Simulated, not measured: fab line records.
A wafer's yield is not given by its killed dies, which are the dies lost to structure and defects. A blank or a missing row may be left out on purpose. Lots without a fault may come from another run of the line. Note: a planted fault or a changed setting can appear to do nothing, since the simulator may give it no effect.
What tool caused it? || flow sky130 || 72 wafers from 24 lots sampled at 4 of the route's 708 steps

## WHAT EACH GAUGE READ, for each wafer
SKY_SONOS_ONO_OVL_MEAS_14. Usual: SONOS_ONO_OVL typically reads -0.4 nm, with standard deviation 1.4.
{"lot": "L074", "measured": "day 12 15:59", "on": "overlay-02", "SONOS_ONO_OVL (nm)": "1.6 1.1 2.5", "flag": ""}
{"lot": "L075", "measured": "day 13 00:05", "on": "overlay-02", "SONOS_ONO_OVL (nm)": "-2.9 -0.5 -1.5", "flag": ""}
{"lot": "L076", "measured": "day 13 05:16", "on": "overlay-02", "SONOS_ONO_OVL (nm)": "-4.1 -3.5 -1.9", "flag": ""}
{"lot": "L077", "measured": "day 13 13:32", "on": "overlay-02", "SONOS_ONO_OVL (nm)": "1.2 3.9 1.8", "flag": ""}
{"lot": "L078", "measured": "day 14 02:56", "on": "overlay-02", "SONOS_ONO_OVL (nm)": "0.3 -0.7 1.4", "flag": ""}
{"lot": "L079", "measured": "day 15 02:20", "on": "overlay-02", "SONOS_ONO_OVL (nm)": "-1.2 0.1 -1.4", "flag": ""}
{"lot": "L081", "measured": "day 15 06:23", "on": "overlay-02", "SONOS_ONO_OVL (nm)": "-0.4 1.0 0.6", "flag": ""}
{"lot": "L080", "measured": "day 15 06:30", "on": "overlay-02", "SONOS_ONO_OVL (nm)": "-1.6 -1.4 -5.0", "flag": ""}
{"lot": "L082", "measured": "day 15 13:02", "on": "overlay-02", "SONOS_ONO_OVL (nm)": "0.2 -0.8 0.6", "flag": ""}
{"lot": "L083", "measured": "day 15 19:35", "on": "overlay-02", "SONOS_ONO_OVL (nm)": "0.2 -0.6 1.0", "flag": ""}
{"lot": "L084", "measured": "day 16 05:18", "on": "overlay-02", "SONOS_ONO_OVL (nm)": "1.1 0.0 -0.1", "flag": ""}
{"lot": "L085", "measured": "day 16 23:26", "on": "overlay-02", "SONOS_ONO_OVL (nm)": "0.3 0.0 0.4", "flag": ""}
{"lot": "L087", "measured": "day 17 08:43", "on": "overlay-01", "SONOS_ONO_OVL (nm)": "0.0 -1.8 -1.2", "flag": ""}
{"lot": "L086", "measured": "day 17 14:32", "on": "overlay-02", "SONOS_ONO_OVL (nm)": "-0.2 -1.8 0.2", "flag": ""}
{"lot": "L088", "measured": "day 17 21:38", "on": "overlay-02", "SONOS_ONO_OVL (nm)": "-0.7 1.2 0.0", "flag": ""}
{"lot": "L089", "measured": "day 18 09:04", "on": "overlay-02", "SONOS_ONO_OVL (nm)": "-0.9 -1.3 -2.3", "flag": ""}
{"lot": "L090", "measured": "day 18 13:38", "on": "overlay-02", "SONOS_ONO_OVL (nm)": "0.2 -0.2 0.4", "flag": ""}
{"lot": "L091", "measured": "day 18 18:29", "on": "overlay-01", "SONOS_ONO_OVL (nm)": "0.4 1.0 0.8", "flag": ""}
{"lot": "L093", "measured": "day 19 02:03", "on": "overlay-02", "SONOS_ONO_OVL (nm)": "-0.1 -2.3 -2.2", "flag": ""}
{"lot": "L092", "measured": "day 19 05:46", "on": "overlay-02", "SONOS_ONO_OVL (nm)": "-0.2 0.3 1.2", "flag": ""}
{"lot": "L094", "measured": "day 19 10:49", "on": "overlay-01", "SONOS_ONO_OVL (nm)": "-1.3 -0.4 -0.2", "flag": ""}
{"lot": "L095", "measured": "day 20 00:33", "on": "overlay-02", "SONOS_ONO_OVL (nm)": "-0.8 -1.3 -1.2", "flag": ""}
{"lot": "L096", "measured": "day 20 02:44", "on": "overlay-02", "SONOS_ONO_OVL (nm)": "-0.3 0.9 -1.7", "flag": ""}
{"lot": "L097", "measured": "day 20 15:08", "on": "overlay-02", "SONOS_ONO_OVL (nm)": "-1.7 -0.4 -1.4", "flag": ""}

SKY_POLY_GATE_THK_MEAS_01. Usual: POLY_GATE_CVD_00_THK typically reads 179.4 nm, with standard deviation 1.4.
{"lot": "L074", "measured": "day 14 00:48", "on": "film metro-02", "POLY_GATE_CVD_00_THK (nm)": "177.4 178.0 177.3", "flag": ""}
{"lot": "L075", "measured": "day 14 09:07", "on": "film metro-03", "POLY_GATE_CVD_00_THK (nm)": "179.9 179.5 180.4", "flag": ""}
{"lot": "L076", "measured": "day 14 21:36", "on": "film metro-02", "POLY_GATE_CVD_00_THK (nm)": "181.2 181.1 179.7", "flag": ""}
{"lot": "L077", "measured": "day 14 21:36", "on": "film metro-01", "POLY_GATE_CVD_00_THK (nm)": "177.8 178.9 178.7", "flag": ""}
{"lot": "L078", "measured": "day 15 14:35", "on": "film metro-02", "POLY_GATE_CVD_00_THK (nm)": "180.5 178.3 179.7", "flag": ""}
{"lot": "L079", "measured": "day 16 10:37", "on": "film metro-03", "POLY_GATE_CVD_00_THK (nm)": "180.9 179.0 179.8", "flag": ""}
{"lot": "L081", "measured": "day 16 15:02", "on": "film metro-03", "POLY_GATE_CVD_00_THK (nm)": "180.3 177.8 179.6", "flag": ""}
{"lot": "L080", "measured": "day 16 15:02", "on": "film metro-01", "POLY_GATE_CVD_00_THK (nm)": "180.1 180.1 180.0", "flag": ""}
{"lot": "L082", "measured": "day 16 21:52", "on": "film metro-03", "POLY_GATE_CVD_00_THK (nm)": "180.1 178.5 180.0", "flag": ""}
{"lot": "L083", "measured": "day 17 05:28", "on": "film metro-03", "POLY_GATE_CVD_00_THK (nm)": "179.4 177.8 177.0", "flag": ""}
{"lot": "L084", "measured": "day 17 15:52", "on": "film metro-01", "POLY_GATE_CVD_00_THK (nm)": "179.6 179.7 179.6", "flag": ""}
{"lot": "L085", "measured": "day 18 10:08", "on": "film metro-01", "POLY_GATE_CVD_00_THK (nm)": "181.1 180.3 181.5", "flag": ""}
{"lot": "L087", "measured": "day 18 20:48", "on": "film metro-01", "POLY_GATE_CVD_00_THK (nm)": "177.6 177.5 177.6", "flag": ""}
{"lot": "L086", "measured": "day 19 07:41", "on": "film metro-03", "POLY_GATE_CVD_00_THK (nm)": "178.6 177.9 176.0", "flag": ""}
{"lot": "L088", "measured": "day 19 15:41", "on": "film metro-03", "POLY_GATE_CVD_00_THK (nm)": "180.1 180.1 179.8", "flag": ""}
{"lot": "L089", "measured": "day 20 01:23", "on": "film metro-01", "POLY_GATE_CVD_00_THK (nm)": "178.9 180.5 181.8", "flag": ""}
{"lot": "L090", "measured": "day 20 01:24", "on": "film metro-03", "POLY_GATE_CVD_00_THK (nm)": "178.8 178.3 178.4", "flag": ""}
{"lot": "L091", "measured": "day 20 08:14", "on": "film metro-02", "POLY_GATE_CVD_00_THK (nm)": "179.5 180.8 179.9", "flag": ""}
{"lot": "L093", "measured": "day 20 19:10", "on": "film metro-02", "POLY_GATE_CVD_00_THK (nm)": "179.2 179.1 179.8", "flag": ""}
{"lot": "L092", "measured": "day 20 20:21", "on": "film metro-02", "POLY_GATE_CVD_00_THK (nm)": "178.4 178.0 178.2", "flag": ""}
{"lot": "L094", "measured": "day 21 02:51", "on": "film metro-03", "POLY_GATE_CVD_00_THK (nm)": "179.7 179.1 178.9", "flag": ""}
{"lot": "L095", "measured": "day 21 16:03", "on": "film metro-02", "POLY_GATE_CVD_00_THK (nm)": "180.0 179.7 179.7", "flag": ""}
{"lot": "L096", "measured": "day 21 16:04", "on": "film metro-01", "POLY_GATE_CVD_00_THK (nm)": "178.2 179.4 178.5", "flag": ""}
{"lot": "L097", "measured": "day 22 02:52", "on": "film metro-02", "POLY_GATE_CVD_00_THK (nm)": "182.1 183.2 181.5", "flag": ""}

SKY_LI_CONTACT_THK_MEAS_23: measures by xrf. Usual: LI_CONTACT_W_THK typically reads 382 nm, with standard deviation 7.2.
{"lot": "L074", "measured": "day 29 06:26", "on": "film metro-02", "LI_CONTACT_W_THK (nm)": "385 389 397", "flag": ""}
{"lot": "L075", "measured": "day 29 12:11", "on": "film metro-03", "LI_CONTACT_W_THK (nm)": "373 389 380", "flag": ""}
{"lot": "L076", "measured": "day 30 04:23", "on": "film metro-02", "LI_CONTACT_W_THK (nm)": "401 394 398", "flag": ""}
{"lot": "L077", "measured": "day 30 04:17", "on": "film metro-03", "LI_CONTACT_W_THK (nm)": "382 372 378", "flag": ""}
{"lot": "L078", "measured": "day 30 20:41", "on": "film metro-01", "LI_CONTACT_W_THK (nm)": "376 367 376", "flag": ""}
{"lot": "L079", "measured": "day 31 18:16", "on": "film metro-02", "LI_CONTACT_W_THK (nm)": "383 387 387", "flag": ""}
{"lot": "L081", "measured": "day 31 21:21", "on": "film metro-01", "LI_CONTACT_W_THK (nm)": "375 375 379", "flag": ""}
{"lot": "L080", "measured": "day 31 20:45", "on": "film metro-01", "LI_CONTACT_W_THK (nm)": "378 378 376", "flag": ""}
{"lot": "L082", "measured": "day 32 06:26", "on": "film metro-03", "LI_CONTACT_W_THK (nm)": "381 384 381", "flag": ""}
{"lot": "L083", "measured": "day 32 11:17", "on": "film metro-01", "LI_CONTACT_W_THK (nm)": "372 376 388", "flag": ""}
{"lot": "L084", "measured": "day 32 18:56", "on": "film metro-01", "LI_CONTACT_W_THK (nm)": "373 377 375", "flag": ""}
{"lot": "L085", "measured": "day 33 08:54", "on": "film metro-03", "LI_CONTACT_W_THK (nm)": "379 383 375", "flag": ""}
{"lot": "L087", "measured": "day 33 18:53", "on": "film metro-01", "LI_CONTACT_W_THK (nm)": "387 389 371", "flag": ""}
{"lot": "L086", "measured": "day 34 02:20", "on": "film metro-02", "LI_CONTACT_W_THK (nm)": "376 388 388", "flag": ""}
{"lot": "L088", "measured": "day 34 11:30", "on": "film metro-03", "LI_CONTACT_W_THK (nm)": "394 383 380", "flag": ""}
{"lot": "L089", "measured": "day 34 21:29", "on": "film metro-01", "LI_CONTACT_W_THK (nm)": "364 389 380", "flag": ""}
{"lot": "L090", "measured": "day 34 17:29", "on": "film metro-03", "LI_CONTACT_W_THK (nm)": "381 391 385", "flag": ""}
{"lot": "L091", "measured": "day 35 01:31", "on": "film metro-03", "LI_CONTACT_W_THK (nm)": "382 374 384", "flag": ""}
{"lot": "L093", "measured": "day 35 11:07", "on": "film metro-03", "LI_CONTACT_W_THK (nm)": "392 387 381", "flag": ""}
{"lot": "L092", "measured": "day 35 12:38", "on": "film metro-01", "LI_CONTACT_W_THK (nm)": "375 371 383", "flag": ""}
{"lot": "L094", "measured": "day 35 17:49", "on": "film metro-01", "LI_CONTACT_W_THK (nm)": "381 376 381", "flag": ""}
{"lot": "L095", "measured": "day 36 09:47", "on": "film metro-02", "LI_CONTACT_W_THK (nm)": "384 386 375", "flag": ""}
{"lot": "L096", "measured": "day 36 09:40", "on": "film metro-03", "LI_CONTACT_W_THK (nm)": "380 385 381", "flag": ""}
{"lot": "L097", "measured": "day 36 14:56", "on": "film metro-01", "LI_CONTACT_W_THK (nm)": "378 377 380", "flag": ""}

SKY_CONTACT_THK_MEAS_26: measures by xrf. Usual: CONTACT_W_THK typically reads 342 nm, with standard deviation 5.
{"lot": "L074", "measured": "day 31 17:19", "on": "film metro-04", "CONTACT_W_THK (nm)": "342 345 344", "flag": ""}
{"lot": "L075", "measured": "day 31 22:29", "on": "film metro-04", "CONTACT_W_THK (nm)": "344 344 341", "flag": ""}
{"lot": "L076", "measured": "day 32 14:33", "on": "film metro-04", "CONTACT_W_THK (nm)": "346 341 347", "flag": ""}
{"lot": "L077", "measured": "day 32 14:11", "on": "film metro-01", "CONTACT_W_THK (nm)": "337 330 340", "flag": ""}
{"lot": "L078", "measured": "day 33 08:26", "on": "film metro-01", "CONTACT_W_THK (nm)": "337 340 338", "flag": ""}
{"lot": "L079", "measured": "day 34 02:32", "on": "film metro-01", "CONTACT_W_THK (nm)": "341 334 334", "flag": ""}
{"lot": "L081", "measured": "day 34 05:49", "on": "film metro-01", "CONTACT_W_THK (nm)": "333 340 336", "flag": ""}
{"lot": "L080", "measured": "day 34 05:10", "on": "film metro-02", "CONTACT_W_THK (nm)": "341 347 343", "flag": ""}
{"lot": "L082", "measured": "day 34 15:32", "on": "film metro-04", "CONTACT_W_THK (nm)": "348 352 342", "flag": ""}
{"lot": "L083", "measured": "day 34 21:10", "on": "film metro-01", "CONTACT_W_THK (nm)": "342 336 337", "flag": ""}
{"lot": "L084", "measured": "day 35 02:06", "on": "film metro-01", "CONTACT_W_THK (nm)": "337 334 340", "flag": ""}
{"lot": "L085", "measured": "day 35 18:31", "on": "film metro-04", "CONTACT_W_THK (nm)": "352 353 350", "flag": ""}
{"lot": "L087", "measured": "day 36 09:36", "on": "film metro-02", "CONTACT_W_THK (nm)": "338 346 339", "flag": ""}
{"lot": "L086", "measured": "day 36 11:39", "on": "film metro-04", "CONTACT_W_THK (nm)": "350 344 342", "flag": ""}
{"lot": "L088", "measured": "day 36 16:20", "on": "film metro-04", "CONTACT_W_THK (nm)": "341 344 341", "flag": ""}
{"lot": "L089", "measured": "day 37 11:43", "on": "film metro-02", "CONTACT_W_THK (nm)": "337 343 336", "flag": ""}
{"lot": "L090", "measured": "day 37 10:49", "on": "film metro-02", "CONTACT_W_THK (nm)": "345 339 344", "flag": ""}
{"lot": "L091", "measured": "day 37 13:46", "on": "film metro-02", "CONTACT_W_THK (nm)": "348 342 347", "flag": ""}
{"lot": "L093", "measured": "day 37 17:25", "on": "film metro-04", "CONTACT_W_THK (nm)": "344 342 343", "flag": ""}
{"lot": "L092", "measured": "day 37 18:17", "on": "film metro-02", "CONTACT_W_THK (nm)": "339 338 335", "flag": ""}
{"lot": "L094", "measured": "day 37 21:36", "on": "film metro-04", "CONTACT_W_THK (nm)": "344 351 345", "flag": ""}
{"lot": "L095", "measured": "day 38 16:34", "on": "film metro-02", "CONTACT_W_THK (nm)": "341 340 344", "flag": ""}
{"lot": "L096", "measured": "day 38 16:14", "on": "film metro-04", "CONTACT_W_THK (nm)": "340 349 345", "flag": ""}
{"lot": "L097", "measured": "day 38 20:49", "on": "film metro-02", "CONTACT_W_THK (nm)": "338 344 339", "flag": ""}

## TOOL THAT RAN EACH LOT (tool first, then ch and the chambers of the sampled wafers, then the start)
There is no process step in the record ahead of these readings.

## WHAT THE TOOLS THEMSELVES READ (means of the sampled wafers that have a number; where no wafer has one, the mark that the record gives instead)
The record holds no such reading with a usual standard deviation.

## THE ANSWER, worked out from the rows above alone
Rule: a lot is off if the mean of its wafers that have a number lies more than 3 standard deviations from the usual mean. A lot without any number at a reading at which 4 lots or more have one is off too. Any other lot the step has rows for is counted as sound. The gauges are gone through in route order, then the tools' own readings, and for those a lot's mean is taken as printed above. At the first step where some lot is off, the reading lying furthest off is the one used; lots without a number count as furthest.
Across all readings shown, no lot is off: no conclusion can be drawn from this.

## WHAT WAS PUT IN BY THE SIMULATOR
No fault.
